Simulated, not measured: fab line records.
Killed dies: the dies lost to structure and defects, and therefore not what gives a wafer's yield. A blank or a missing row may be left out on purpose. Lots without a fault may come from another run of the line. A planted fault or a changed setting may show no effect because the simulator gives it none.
What tool caused it? || flow gf180mcu || 7 lots, 21 wafers sampled, at 2 steps of a route of 602

## WHAT THE GAUGES READ, wafer by wafer
GF_V3_THK_MEAS_25: measures by xrf.
{"lot": "L206", "measured": "day 23 00:14", "on": "filmMetro-03", "V3_W_THK (nm)": "362 365 363"}
{"lot": "L209", "measured": "day 23 20:17", "on": "filmMetro-04", "V3_W_THK (nm)": "360 356 358"}
{"lot": "L212", "measured": "day 24 23:19", "on": "filmMetro-04", "V3_W_THK (nm)": "364 364 361"}
{"lot": "L218", "measured": "day 26 19:08", "on": "filmMetro-04", "V3_W_THK (nm)": "366 366 367"}
{"lot": "L223", "measured": "day 28 05:41", "on": "filmMetro-01", "V3_W_THK (nm)": "371 368 370"}
{"lot": "L225", "measured": "day 28 21:35", "on": "filmMetro-03", "V3_W_THK (nm)": "369 364 365"}
{"lot": "L227", "measured": "day 29 08:17", "on": "filmMetro-03", "V3_W_THK (nm)": "362 368 364"}

## TOOL THAT RAN EACH LOT (tool first, then ch and the chambers of the sampled wafers, then the start)
{"lot": "L206", "GF_V3_CMP_04": "cmp-01 ch 1,2,3, day 21 23:43"}
{"lot": "L209", "GF_V3_CMP_04": "cmp-02 ch 0,1,3, day 22 19:47"}
{"lot": "L212", "GF_V3_CMP_04": "cmp-02 ch 0,1,2, day 24 00:03"}
{"lot": "L218", "GF_V3_CMP_04": "cmp-01 ch 1,2, day 25 20:10"}
{"lot": "L223", "GF_V3_CMP_04": "cmp-02 ch 2,3, day 27 08:00"}
{"lot": "L225", "GF_V3_CMP_04": "cmp-02 ch 0,2,3, day 28 00:41"}
{"lot": "L227", "GF_V3_CMP_04": "cmp-01 ch 0,1,2, day 28 11:38"}
- GF_V3_CMP_04: polishes SiO2.

## THE ANSWER, worked out from the rows above alone
Rule: the lots themselves supply what counts as usual. Put in order of their means at a reading, lots are off if they are a third of the lots or fewer, leave a main group of 4 or more, and stand apart from it by a gap of 3 or more times the standard deviation of the main group's means; of several such gaps the widest counts. A main group is skipped when, at the precision printed for the reading in the tables above, its means are all equal. A lot without any number at a reading at which 4 lots or more have one is off too. Any other lot the step has rows for is counted as sound.
Nothing can be told from this: no lot is off at any reading shown.

## WHAT HAD BEEN PUT IN BY THE SIMULATOR
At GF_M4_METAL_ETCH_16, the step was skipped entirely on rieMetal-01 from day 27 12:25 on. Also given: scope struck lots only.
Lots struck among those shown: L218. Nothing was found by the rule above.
